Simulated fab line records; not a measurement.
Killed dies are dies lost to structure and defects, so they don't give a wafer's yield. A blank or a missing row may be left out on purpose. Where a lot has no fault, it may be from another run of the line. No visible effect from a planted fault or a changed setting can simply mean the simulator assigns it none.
The tool behind it: which one? / flow gf180mcu / 15 lots, 45 wafers sampled, at 4 steps of a route of 602

## WHAT THE GAUGES READ, wafer by wafer
GF_DUAL_GATE_OVL_MEAS_11.
lot=L807; measured=day 8 05:37; on=overlay-02; DUAL_GATE_OVL (nm)=-0.4 0.0 -2.1
lot=L808; measured=day 8 11:27; on=overlay-01; DUAL_GATE_OVL (nm)=-0.3 -1.1 1.2
lot=L809; measured=day 8 21:56; on=overlay-01; DUAL_GATE_OVL (nm)=-3.5 -1.9 -1.1
lot=L810; measured=day 9 08:19; on=overlay-02; DUAL_GATE_OVL (nm)=-1.9 -0.7 -2.4
lot=L811; measured=day 9 16:58; on=overlay-01; DUAL_GATE_OVL (nm)=0.8 0.9 -0.1
lot=L812; measured=day 9 20:32; on=overlay-01; DUAL_GATE_OVL (nm)=-1.4 -2.8 -0.8
lot=L813; measured=day 10 04:59; on=overlay-01; DUAL_GATE_OVL (nm)=0.6 -1.7 1.0
lot=L814; measured=day 10 14:34; on=overlay-02; DUAL_GATE_OVL (nm)=0.5 2.1 2.0
lot=L821; measured=day 12 07:04; on=overlay-01; DUAL_GATE_OVL (nm)=-1.3 -1.8 -1.5
lot=L823; measured=day 13 00:59; on=overlay-02; DUAL_GATE_OVL (nm)=0.4 0.5 -1.7
lot=L824; measured=day 13 06:12; on=overlay-01; DUAL_GATE_OVL (nm)=-1.5 -0.6 -2.6
lot=L825; measured=day 13 13:25; on=overlay-01; DUAL_GATE_OVL (nm)=-3.1 -1.5 -1.2
lot=L826; measured=day 13 21:02; on=overlay-02; DUAL_GATE_OVL (nm)=-0.6 0.7 0.4
lot=L828; measured=day 14 09:39; on=overlay-01; DUAL_GATE_OVL (nm)=-1.6 -1.3 -0.8
lot=L830; measured=day 14 22:04; on=overlay-01; DUAL_GATE_OVL (nm)=2.0 0.7 1.3

GF_POLY_GATE_CD_MEAS_18.
lot=L807; measured=day 9 02:43; on=cdSem-01; cdNm (nm)=280.8 278.5 279.9
lot=L808; measured=day 9 09:11; on=cdSem-02; cdNm (nm)=281.9 279.2 278.1
lot=L809; measured=day 9 22:31; on=cdSem-01; cdNm (nm)=279.3 279.5 276.9
lot=L810; measured=day 10 09:35; on=cdSem-01; cdNm (nm)=278.1 275.7 279.7
lot=L811; measured=day 10 15:08; on=cdSem-02; cdNm (nm)=- - -
lot=L812; measured=day 10 21:20; on=cdSem-01; cdNm (nm)=- - -
lot=L813; measured=day 11 04:28; on=cdSem-02; cdNm (nm)=- - -
lot=L814; measured=day 11 13:59; on=cdSem-02; cdNm (nm)=280.7 280.1 280.1
lot=L821; measured=day 13 09:02; on=cdSem-02; cdNm (nm)=275.9 280.3 278.2
lot=L823; measured=day 14 03:10; on=cdSem-02; cdNm (nm)=278.3 278.8 277.7
lot=L824; measured=day 14 07:45; on=cdSem-01; cdNm (nm)=277.5 278.3 277.3
lot=L825; measured=day 14 18:29; on=cdSem-01; cdNm (nm)=281.5 275.4 278.9
lot=L826; measured=day 14 22:39; on=cdSem-02; cdNm (nm)=279.5 279.6 278.0
lot=L828; measured=day 15 15:12; on=cdSem-02; cdNm (nm)=280.8 282.9 281.4
lot=L830; measured=day 16 00:38; on=cdSem-01; cdNm (nm)=283.0 279.7 279.6

## WHICH TOOL RAN EACH LOT (tool, then ch and the chambers of the sampled wafers, then the start)
lot=L807; GF_POLY_GATE_EXPOSE_07=krfScanner-01 ch 0, day 8 17:25; GF_POLY_GATE_STRIP_14=plasmaAsher-03 ch 1, day 9 01:14
lot=L808; GF_POLY_GATE_EXPOSE_07=krfScanner-01 ch 0, day 8 23:19; GF_POLY_GATE_STRIP_14=plasmaAsher-03 ch 0,1, day 9 07:41
lot=L809; GF_POLY_GATE_EXPOSE_07=krfScanner-01 ch 0, day 9 11:41; GF_POLY_GATE_STRIP_14=plasmaAsher-03 ch 0,1, day 9 20:17
lot=L810; GF_POLY_GATE_EXPOSE_07=krfScanner-02 ch 0, day 9 22:59; GF_POLY_GATE_STRIP_14=plasmaAsher-01 ch 0,1, day 10 08:08
lot=L811; GF_POLY_GATE_EXPOSE_07=krfScanner-01, day 10 04:50; GF_POLY_GATE_STRIP_14=plasmaAsher-01 ch 0,1, day 10 13:38
lot=L812; GF_POLY_GATE_EXPOSE_07=krfScanner-02, day 10 10:45; GF_POLY_GATE_STRIP_14=plasmaAsher-02 ch 0,1, day 10 19:26
lot=L813; GF_POLY_GATE_EXPOSE_07=krfScanner-01, day 10 17:02; GF_POLY_GATE_STRIP_14=plasmaAsher-02 ch 0,1, day 11 01:56
lot=L814; GF_POLY_GATE_EXPOSE_07=krfScanner-01 ch 0, day 11 03:14; GF_POLY_GATE_STRIP_14=plasmaAsher-02 ch 0,1, day 11 12:32
lot=L821; GF_POLY_GATE_EXPOSE_07=krfScanner-02 ch 0, day 12 20:07; GF_POLY_GATE_STRIP_14=plasmaAsher-01 ch 0,1, day 13 06:30
lot=L823; GF_POLY_GATE_EXPOSE_07=krfScanner-01 ch 0, day 13 13:50; GF_POLY_GATE_STRIP_14=plasmaAsher-02 ch 0,1, day 14 00:26
lot=L824; GF_POLY_GATE_EXPOSE_07=krfScanner-01 ch 0, day 13 19:49; GF_POLY_GATE_STRIP_14=plasmaAsher-01 ch 0,1, day 14 06:17
lot=L825; GF_POLY_GATE_EXPOSE_07=krfScanner-01 ch 0, day 14 04:05; GF_POLY_GATE_STRIP_14=plasmaAsher-02 ch 0,1, day 14 14:17
lot=L826; GF_POLY_GATE_EXPOSE_07=krfScanner-02 ch 0, day 14 10:24; GF_POLY_GATE_STRIP_14=plasmaAsher-01 ch 0,1, day 14 20:56
lot=L828; GF_POLY_GATE_EXPOSE_07=krfScanner-01 ch 0, day 15 02:22; GF_POLY_GATE_STRIP_14=plasmaAsher-02 ch 0,1, day 15 12:57
lot=L830; GF_POLY_GATE_EXPOSE_07=krfScanner-02 ch 0, day 15 12:11; GF_POLY_GATE_STRIP_14=plasmaAsher-03 ch 0,1, day 15 22:59
- GF_POLY_GATE_EXPOSE_07: exposes mask Poly2, target cd 280 nm.
- GF_POLY_GATE_STRIP_14: strips in O2/N2.

## WHAT THE TOOLS THEMSELVES READ (means of the sampled wafers that have a number; where no wafer has one, the mark that the record gives instead)
GF_POLY_GATE_EXPOSE_07.
lot=L807; tool=krfScanner-01; exposureDoseMJCm2=28.02; focusOffsetNm (nm)=-0.4; reticleTempC (C)=23.02
lot=L808; tool=krfScanner-01; exposureDoseMJCm2=28.00; focusOffsetNm (nm)=0.2; reticleTempC (C)=22.90
lot=L809; tool=krfScanner-01; exposureDoseMJCm2=27.97; focusOffsetNm (nm)=-0.5; reticleTempC (C)=23.13
lot=L810; tool=krfScanner-02; exposureDoseMJCm2=28.20; focusOffsetNm (nm)=0.3; reticleTempC (C)=22.95
lot=L811; tool=krfScanner-01; exposureDoseMJCm2=-; focusOffsetNm (nm)=-; reticleTempC (C)=-
lot=L812; tool=krfScanner-02; exposureDoseMJCm2=-; focusOffsetNm (nm)=-; reticleTempC (C)=-
lot=L813; tool=krfScanner-01; exposureDoseMJCm2=-; focusOffsetNm (nm)=-; reticleTempC (C)=-
lot=L814; tool=krfScanner-01; exposureDoseMJCm2=27.97; focusOffsetNm (nm)=0.3; reticleTempC (C)=23.06
lot=L821; tool=krfScanner-02; exposureDoseMJCm2=28.24; focusOffsetNm (nm)=0.3; reticleTempC (C)=22.92
lot=L823; tool=krfScanner-01; exposureDoseMJCm2=27.99; focusOffsetNm (nm)=-0.5; reticleTempC (C)=22.98
lot=L824; tool=krfScanner-01; exposureDoseMJCm2=28.01; focusOffsetNm (nm)=-0.3; reticleTempC (C)=22.98
lot=L825; tool=krfScanner-01; exposureDoseMJCm2=27.98; focusOffsetNm (nm)=0.2; reticleTempC (C)=22.95
lot=L826; tool=krfScanner-02; exposureDoseMJCm2=28.21; focusOffsetNm (nm)=1.0; reticleTempC (C)=23.01
lot=L828; tool=krfScanner-01; exposureDoseMJCm2=28.00; focusOffsetNm (nm)=0.9; reticleTempC (C)=23.14
lot=L830; tool=krfScanner-02; exposureDoseMJCm2=28.23; focusOffsetNm (nm)=-0.3; reticleTempC (C)=23.04

GF_POLY_GATE_STRIP_14.
lot=L807; tool=plasmaAsher-03; drypumpMotorCurrentA (A)=5.55; heaterPowerW (W)=364; oesProductAu (a.u.)=0.507
lot=L808; tool=plasmaAsher-03; drypumpMotorCurrentA (A)=5.93; heaterPowerW (W)=336; oesProductAu (a.u.)=0.505
lot=L809; tool=plasmaAsher-03; drypumpMotorCurrentA (A)=5.91; heaterPowerW (W)=336; oesProductAu (a.u.)=0.505
lot=L810; tool=plasmaAsher-01; drypumpMotorCurrentA (A)=5.75; heaterPowerW (W)=342; oesProductAu (a.u.)=0.501
lot=L811; tool=plasmaAsher-01; drypumpMotorCurrentA (A)=5.74; heaterPowerW (W)=342; oesProductAu (a.u.)=0.505
lot=L812; tool=plasmaAsher-02; drypumpMotorCurrentA (A)=6.01; heaterPowerW (W)=320; oesProductAu (a.u.)=0.505
lot=L813; tool=plasmaAsher-02; drypumpMotorCurrentA (A)=6.19; heaterPowerW (W)=334; oesProductAu (a.u.)=0.509
lot=L814; tool=plasmaAsher-02; drypumpMotorCurrentA (A)=6.18; heaterPowerW (W)=338; oesProductAu (a.u.)=0.502
lot=L821; tool=plasmaAsher-01; drypumpMotorCurrentA (A)=5.72; heaterPowerW (W)=339; oesProductAu (a.u.)=0.505
lot=L823; tool=plasmaAsher-02; drypumpMotorCurrentA (A)=6.20; heaterPowerW (W)=336; oesProductAu (a.u.)=0.507
lot=L824; tool=plasmaAsher-01; drypumpMotorCurrentA (A)=5.74; heaterPowerW (W)=335; oesProductAu (a.u.)=0.503
lot=L825; tool=plasmaAsher-02; drypumpMotorCurrentA (A)=6.20; heaterPowerW (W)=334; oesProductAu (a.u.)=0.501
lot=L826; tool=plasmaAsher-01; drypumpMotorCurrentA (A)=5.74; heaterPowerW (W)=339; oesProductAu (a.u.)=0.504
lot=L828; tool=plasmaAsher-02; drypumpMotorCurrentA (A)=6.02; heaterPowerW (W)=322; oesProductAu (a.u.)=0.502
lot=L830; tool=plasmaAsher-03; drypumpMotorCurrentA (A)=5.92; heaterPowerW (W)=338; oesProductAu (a.u.)=0.503

## THE ANSWER, worked out from the rows above alone
Rule: what is usual is taken from the lots themselves. The widest of any qualifying gaps counts: lots, ordered by their means at a reading, are off when they make up no more than a third of the lots, leave a main group of 4 or more, and stand apart from it by 3 or more times the standard deviation of that group's means. A main group whose means are all the same, to the digits that the tables above print for the reading, isn't used. Also off: a lot with no number at a reading for which 4 or more lots have one. The other lots that the step has rows for count as sound. First the gauges in route order, then the tools' own readings, where a lot's mean is used as printed above. The first step at which some lot is off is used, and at that step the reading that is off furthest; a lot without a number counts as furthest.
Off at GF_POLY_GATE_CD_MEAS_18 (cdNm): L811, L812, L813. Without a number there: L811, L812, L813. For the main group the mean is 279.2 nm and the standard deviation 1.2.
If a tool, at a process step before that reading, ran all the lots that are off and no sound lot after the first of them, it fits. Not tried: the gauges at GF_POLY_GATE_CD_MEAS_18; whatever is off there is also off at GF_POLY_GATE_EXPOSE_07, on other tools, and gauge error can't account for it. Of those tried, none fits.

## WHAT THE SIMULATOR HAD INSERTED
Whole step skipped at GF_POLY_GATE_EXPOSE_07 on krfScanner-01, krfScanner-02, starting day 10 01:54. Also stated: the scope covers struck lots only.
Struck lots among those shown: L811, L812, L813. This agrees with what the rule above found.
